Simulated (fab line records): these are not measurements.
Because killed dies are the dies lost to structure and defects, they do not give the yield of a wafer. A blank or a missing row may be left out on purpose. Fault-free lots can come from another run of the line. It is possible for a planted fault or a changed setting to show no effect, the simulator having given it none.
2 desks looking at one fault / flow sky130 / only its own numbers are on each desk; what lay behind them is given at the end

== DESK OF THE TOOL OWNER: pvdSputter-03 ==
At SKY_METAL2_SPUTTER_04 (material TiN, target thk 70 nm, time 58.3 s) the tool's own readings: per lot run on this tool, the mean of the sampled wafers that have a number. Marked OUT: a lot whose mean sits more than 4 standard deviations from the usual mean, which makes it out of limits; the brackets give that distance.
Columns: A = cathodeDcPowerW at SKY_METAL2_SPUTTER_04, usual 6499.9 W; B = throttleValvePct at SKY_METAL2_SPUTTER_04, usual 30.1 %
lot=L138; first seen here=day 35 10:28; A=6499.8; B=29.6
lot=L141; first seen here=day 36 12:58; A=6500.3; B=29.5
lot=L146; first seen here=day 37 18:08; A=6500.5; B=29.7
lot=L148; first seen here=day 38 02:40; A=6499.4; B=29.7
lot=L158; first seen here=day 41 04:59; A=6500.4; B=29.9
This desk found nothing out of limits on any of the 5 lots.

== FROM THE METROLOGY DESK ==
Means of the sampled wafers that have a number, per lot and without regard to the tool the lot ran on: this is what the gauges read. Marked OUT: a lot whose mean sits more than 4 standard deviations from the usual mean, which makes it out of limits; the brackets give that distance.
Columns: A = METAL2_ALCU_THK at SKY_METAL2_THK_MEAS_06, usual 261.2 nm; B = cdNm at SKY_METAL2_CD_MEAS_15, usual 140.1 nm
lot=L137; first seen here=day 34 17:41; A=261.9; B=139.8
lot=L138; first seen here=day 35 10:38; A=261.7; B=140.3
lot=L141; first seen here=day 36 13:08; A=261.6; B=140.3
lot=L146; first seen here=day 37 18:18; A=273.0 (+4.7) OUT; B=140.2
lot=L148; first seen here=day 38 02:50; A=274.5 (+5.3) OUT; B=135.9
lot=L150; first seen here=day 38 16:05; A=260.1; B=139.8
lot=L151; first seen here=day 39 06:22; A=256.7; B=138.3
lot=L154; first seen here=day 40 01:34; A=262.0; B=138.5
lot=L155; first seen here=day 40 14:26; A=258.4; B=141.6
lot=L157; first seen here=day 40 23:59; A=262.4; B=139.5
lot=L158; first seen here=day 41 05:10; A=263.1; B=139.6
Finding of this desk: L146, L148 out of limits, first seen on L146 at day 37 18:18 (METAL2_ALCU_THK at SKY_METAL2_THK_MEAS_06). In limits: L137, L138, L141, L150, L151, L154, L155, L157, L158.

== TAKEN TOGETHER ==
Metrology desk: alarm possible at day 37 18:18 on L146, L148.
The tool owner's desk saw nothing out of limits.
The tool owner's desk has L146, L148 on record, within its limits.
SKY_METAL2_SPUTTER_04 was run on pvdSputter-03 by each of the lots named.

== WHAT THE SIMULATOR HAD PUT IN ==
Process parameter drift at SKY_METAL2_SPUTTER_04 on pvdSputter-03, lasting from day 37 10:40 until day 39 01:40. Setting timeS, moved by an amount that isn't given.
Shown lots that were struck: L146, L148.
Delay in hours, fault start to first out-of-limits reading, per desk: metrology desk 8.
